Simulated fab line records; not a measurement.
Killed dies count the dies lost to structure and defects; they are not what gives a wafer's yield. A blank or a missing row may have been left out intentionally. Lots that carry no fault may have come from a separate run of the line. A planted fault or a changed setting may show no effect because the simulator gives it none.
The same fault as seen by 2 desks :: flow gf180mcu :: every desk sees just its own numbers, and what lay behind them comes last

== THE METROLOGY DESK ==
Lot by lot, what the gauges showed, no matter which tool ran the lot: averages of those sampled wafers that carry a number. Any lot whose mean is over 4 standard deviations away from the usual mean is out of limits and marked OUT; that distance is given in the brackets.
Columns: A = DUAL_GATE_OVL at GF_DUAL_GATE_OVL_MEAS_11, usual -0.5 nm; B = cdNm at GF_POLY_GATE_CD_MEAS_10, usual 280.0 nm
lot: L249
first seen here: day 9 10:57
A: -1.1
B: 278.7

lot: L250
first seen here: day 9 14:31
A: 0.6
B: 278.7

lot: L255
first seen here: day 10 22:20
A: -0.8
B: 280.1

lot: L257
first seen here: day 11 13:50
A: -1.3
B: 281.5

lot: L258
first seen here: day 11 17:23
A: -0.4
B: 279.9

lot: L259
first seen here: day 12 05:08
A: 0.7
B: 278.3

lot: L260
first seen here: day 12 07:08
A: -0.9
B: 274.8 (-4.7) OUT

lot: L261
first seen here: day 12 14:26
A: 0.3
B: 266.2 (-13) OUT

lot: L262
first seen here: day 12 22:44
A: -0.8
B: 281.0

lot: L263
first seen here: day 13 05:56
A: -0.1
B: 280.6

lot: L265
first seen here: day 13 16:39
A: -0.4
B: 279.9

lot: L268
first seen here: day 14 14:08
A: -2.1
B: 280.3
Finding of this desk: L260, L261 out of limits; the first was L260 at day 13 07:08, on cdNm at GF_POLY_GATE_CD_MEAS_10. L249, L250, L255, L257, L258, L259, L262, L263, L265, L268 stayed within limits.

== THE TOOL OWNER'S DESK: krfScanner-01 ==
The tool's own readings at GF_POLY_GATE_EXPOSE_07 (exposes mask Poly2, target cd 280 nm): means of the sampled wafers that have a number, for each lot that ran on this tool. Any lot whose mean is over 4 standard deviations away from the usual mean is out of limits and marked OUT; that distance is given in the brackets.
Columns: A = exposureDoseMJCm2 at GF_POLY_GATE_EXPOSE_07, usual 28.006
lot: L255
first seen here: day 11 11:26
A: 28.006

lot: L258
first seen here: day 12 06:31
A: 28.001

lot: L259
first seen here: day 12 18:13
A: 28.011

lot: L260
first seen here: day 12 20:47
A: 28.020

lot: L261
first seen here: day 13 03:13
A: 27.980
This desk's verdict: no lot among the 5 shows anything out of limits.

== TAKEN TOGETHER ==
On L260, L261, the metrology desk was in a position to raise an alarm at day 13 07:08.
Nothing out of limits was seen by the tool owner's desk.
On record at the tool owner's desk: L260, L261, within its limits.
The lots listed all ran GF_POLY_GATE_EXPOSE_07 on krfScanner-01.

== WHAT HAD BEEN PUT IN BY THE SIMULATOR ==
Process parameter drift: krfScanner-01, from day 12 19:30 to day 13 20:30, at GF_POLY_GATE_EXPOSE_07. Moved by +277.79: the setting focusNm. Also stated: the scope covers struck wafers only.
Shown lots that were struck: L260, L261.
Hours from the fault's start to each desk's first reading out of limits: the metrology desk, 12.
